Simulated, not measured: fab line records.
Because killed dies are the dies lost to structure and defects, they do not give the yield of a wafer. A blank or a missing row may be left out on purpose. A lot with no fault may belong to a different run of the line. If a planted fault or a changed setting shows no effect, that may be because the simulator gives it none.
Which tool was responsible?    flow gf180mcu    Sampling: 12 lots, 36 wafers, 5 of 602 route steps

== WHAT THE GAUGES SHOWED, per wafer ==
GF_M2_OVL_MEAS_15.
lot   measured      on          M2_OVL (nm)
L187  day 19 12:17  overlay-01  1 1 2
L188  day 19 21:36  overlay-02  -4 -3 -4
L190  day 21 04:59  overlay-02  -2 7 5
L191  day 21 08:41  overlay-01  -5 3 -10
L192  day 21 13:59  overlay-01  3 1 1
L193  day 22 03:29  overlay-01  -3 -1 -5
L201  day 24 18:08  overlay-01  0 -2 -5
L202  day 25 03:30  overlay-01  -5 -3 0
L203  day 25 07:11  overlay-02  -8 -3 -13
L206  day 26 04:47  overlay-01  1 -2 4
L208  day 26 17:47  overlay-02  -5 -1 -7
L209  day 27 05:27  overlay-02  4 2 1

GF_V2_BOW_MEAS_05.
lot   measured      on            V2_BOW (um)
L187  day 19 13:43  filmMetro-03  87 90 92
L188  day 19 23:00  filmMetro-03  98 104 105
L190  day 21 06:15  filmMetro-03  93 103 96
L191  day 21 10:02  filmMetro-02  89 109 96
L192  day 21 15:21  filmMetro-03  112 95 105
L193  day 22 04:44  filmMetro-01  108 109 122
L201  day 24 19:45  filmMetro-03  108 96 110
L202  day 25 04:44  filmMetro-01  104 105 108
L203  day 25 08:28  filmMetro-01  95 101 99
L206  day 26 06:05  filmMetro-02  106 102 86
L208  day 26 19:01  filmMetro-02  104 105 92
L209  day 27 06:41  filmMetro-02  102 107 99

GF_V5_OVL_MEAS_15.
lot   measured      on          V5_OVL (nm)
L187  day 27 18:47  overlay-01  2 9 3
L188  day 27 20:42  overlay-01  -2 6 2
L190  day 28 20:29  overlay-02  -7 9 -4
L191  day 29 11:53  overlay-01  -8 -1 -4
L192  day 29 13:23  overlay-02  14 7 12
L193  day 29 15:55  overlay-01  5 2 1
L201  day 31 17:44  overlay-02  0 -5 9
L202  day 32 00:44  overlay-02  3 -5 -7
L203  day 32 05:17  overlay-02  -3 11 9
L206  day 32 22:02  overlay-02  2 -3 1
L208  day 33 07:35  overlay-01  -3 -6 -7
L209  day 33 16:56  overlay-02  3 -1 7

GF_PASSIVATION_THK_MEAS_01.
lot   measured      on            PASSIVATION_CVD_00_THK (nm)
L187  day 28 17:20  filmMetro-02  1024 1040 1021
L188  day 28 18:32  filmMetro-01  1003 985 1018
L190  day 29 18:28  filmMetro-03  996 998 1009
L191  day 30 09:23  filmMetro-03  1018 1019 1018
L192  day 30 10:22  filmMetro-03  988 979 992
L193  day 30 13:19  filmMetro-01  979 995 979
L201  day 32 13:14  filmMetro-02  1001 623 1006
L202  day 32 19:47  filmMetro-02  1008 994 1009
L203  day 33 00:24  filmMetro-03  618 1015 1014
L206  day 33 16:04  filmMetro-03  993 991 1020
L208  day 34 01:20  filmMetro-03  971 998 1021
L209  day 34 10:32  filmMetro-03  980 974 1014

== WHICH TOOL RAN EACH LOT (tool, then ch and the chambers of the sampled wafers, then the start) ==
lot   GF_PASSIVATION_CVD_00
L187  pecvd-04 ch 0,2, day 28 17:14
L188  pecvd-04 ch 0,1,2, day 28 18:26
L190  pecvd-04 ch 0,1, day 29 18:23
L191  pecvd-04 ch 0,1,2, day 30 09:18
L192  pecvd-04 ch 0,2, day 30 10:17
L193  pecvd-04 ch 0,1,2, day 30 13:14
L201  pecvd-04 ch 0,1, day 32 13:09
L202  pecvd-01 ch 1,2, day 32 19:42
L203  pecvd-04 ch 0,1, day 33 00:18
L206  pecvd-02 ch 1,2, day 33 15:58
L208  pecvd-01 ch 1,2, day 34 01:16
L209  pecvd-01 ch 0,1,2, day 34 10:28
- GF_PASSIVATION_CVD_00: deposits SiO2 from TEOS, target thk 1000 nm, time 111.95 s.

== AS READ BY THE TOOLS THEMSELVES (means over the sampled wafers that have a number; for cases with no such wafer, the mark the record gives instead) ==
GF_PASSIVATION_CVD_00.
lot   tool      heaterPowerW (W)  runLengthS (s)
L187  pecvd-04  688               140.2
L188  pecvd-04  699               140.2
L190  pecvd-04  649               140.5
L191  pecvd-04  716               140.1
L192  pecvd-04  685               140.2
L193  pecvd-04  687               140.3
L201  pecvd-04  613               126.2
L202  pecvd-01  784               140.3
L203  pecvd-04  674               126.6
L206  pecvd-02  713               139.8
L208  pecvd-01  709               140.0
L209  pecvd-01  752               139.8

== THE ANSWER, worked out from the rows above alone ==
Rule: usual is defined by the lots themselves. The widest of any qualifying gaps counts: lots, ordered by their means at a reading, are off when they make up no more than a third of the lots, leave a main group of 4 or more, and stand apart from it by 3 or more times the standard deviation of that group's means. The tables above print the reading to a certain number of digits; a main group whose means all agree to those digits is not used. A lot without any number at a reading at which 4 lots or more have one is off too. All remaining lots with rows at the step are treated as sound. First the gauges in route order, then the tools' own readings, where a lot's mean is used as printed above. The first step at which some lot is off is used, and at that step the reading that is off furthest; a lot without a number counts as furthest.
Off: L201, L203, seen at GF_PASSIVATION_THK_MEAS_01 (PASSIVATION_CVD_00_THK). For the main group the mean is 1001 nm and the standard deviation 13.
A tool fits if, at a process step before that reading, it ran every lot that is off, and no sound lot after the first of them. Not tried: the gauges at GF_PASSIVATION_THK_MEAS_01; whatever is off there is also off at GF_PASSIVATION_CVD_00, on other tools, and gauge error can't account for it. One fits: pecvd-04 at GF_PASSIVATION_CVD_00. A fault onset in the window from L193 (day 30 13:14, its last sound lot) to L201 (day 32 13:09, its first lot off) fits.
On the lots that are off, the tool's own readings at GF_PASSIVATION_CVD_00 differ by more than 5 times the standard deviation of the sound lots' means, which bears it out; runLengthS reads 126.4 s there versus 140.1 s on the sound lots.

== WHAT HAD BEEN PUT IN BY THE SIMULATOR ==
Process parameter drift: pecvd-04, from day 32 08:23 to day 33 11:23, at GF_PASSIVATION_CVD_00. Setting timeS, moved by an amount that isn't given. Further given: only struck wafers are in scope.
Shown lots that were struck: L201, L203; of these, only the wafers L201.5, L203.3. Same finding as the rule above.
